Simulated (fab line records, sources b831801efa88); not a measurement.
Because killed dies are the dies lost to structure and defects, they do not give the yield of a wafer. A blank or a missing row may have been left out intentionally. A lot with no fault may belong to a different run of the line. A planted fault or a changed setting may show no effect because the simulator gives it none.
Code-filled problem report in 8D (eight disciplines) form    flow gf180mcu    the parts of the form that need people (team, actions taken, sign-off) are left out

== 1. THE PROBLEM ==
Across 9 wafers from 3 lots, MVSD_RS at GF_VT_IMPLANT_RS_MEAS_46 averages 480.3 ohm/sq, while fault-free wafers read 457.0 ohm/sq with a standard deviation of 1. Relative to the usual mean, that is a shift of +23 standard deviations.
The step: measures by four-point-probe.
First seen on wafer L687.4, day 11 16:51, on film_metro-04. Wafers with a number at this step in the record: 33, from 11 lots. By rule, "out" or "out of limits" means more than 4 standard deviations away from the usual mean. The rest of the wafers with a number are treated as sound.

== 2. WHAT THIS IS AND IS NOT ==
question                     is                            is not
which readings at this step  MVSD_RS                       -
which lots                   L687, L688, L690              L672, L675, L677, L678, L679, L680, L684, L685
which wafers of those lots   all that have a number        -
read on which gauges         film_metro-03, film_metro-04  film_metro-01
when                         from day 11 16:51             up to then (24 sound wafers)

== 3. SUSPECTS, AND WHAT RULES EACH OUT ==
Counting: any tool at a process step up to the reading is kept as a suspect provided that every lot that is out went through it and no sound lot did after the first of them.
- the gauge at GF_VT_IMPLANT_RS_MEAS_46 has been ruled out. 2 gauges (film_metro-03, film_metro-04) read the wafers that are out.
- implanter-04 at GF_MVSD_IMPLANT_08: kept. All lots that are out passed through it, beginning with L687 at day 8 00:36, and no sound lot followed; its final sound lot before that point was L684 at day 7 06:35. Its own beam_energy_keV readings are out on those wafers.
After counting, what remains is implanter-04 at GF_MVSD_IMPLANT_08.

== 4. THE CAUSE (what the simulator had put in) ==
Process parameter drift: implanter-04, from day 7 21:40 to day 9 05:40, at GF_MVSD_IMPLANT_08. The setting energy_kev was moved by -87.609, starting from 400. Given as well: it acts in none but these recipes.
Only this tool survived the counting.

== 5. THE EFFECT CHAIN, in route order ==
Rows list readings where the struck wafers' mean (over those with a number) sits beyond 3 standard deviations from the usual. Readings are gone through only where the record gives a usual standard deviation; hours: the median, over the lots, of the time from a lot's start at the first step in this table giving one to that lot's start at this step; sigmas: the change measured in usual standard deviations.
hours  step                      reading          usual         on struck wafers  change  sigmas
0      GF_MVSD_IMPLANT_08        beam_energy_keV  399.97        312.31            -87.66  -99 or more
89     GF_VT_IMPLANT_RS_MEAS_46  MVSD_RS          457.0 ohm/sq  480.3             +23.3   +23
Here are the process steps it includes:
- GF_MVSD_IMPLANT_08
Later steps that measure or inspect, where all struck wafers having a row at the step show a number for every such reading and not one has moved that far: GF_VT_IMPLANT_RS_MEAS_47, GF_DUAL_GATE_OVL_MEAS_11, GF_HV_LDD_THK_MEAS_57.

== 6. HOW IT WOULD HAVE BEEN CAUGHT EARLIER ==
91 hours passed between the start of the fault at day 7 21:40 and the first reading out of limits at a measuring or inspecting step in this record, taken at day 11 16:51.
The tool's own readings at GF_MVSD_IMPLANT_08 were out on every struck wafer that the step has a row for (beam_energy_keV): an alarm limit on them would have fired on the first of those.
By day 11 16:51, every lot that is out (3) had started GF_MVSD_IMPLANT_08 on implanter-04. A hold on the tool at that time would have spared none of them.
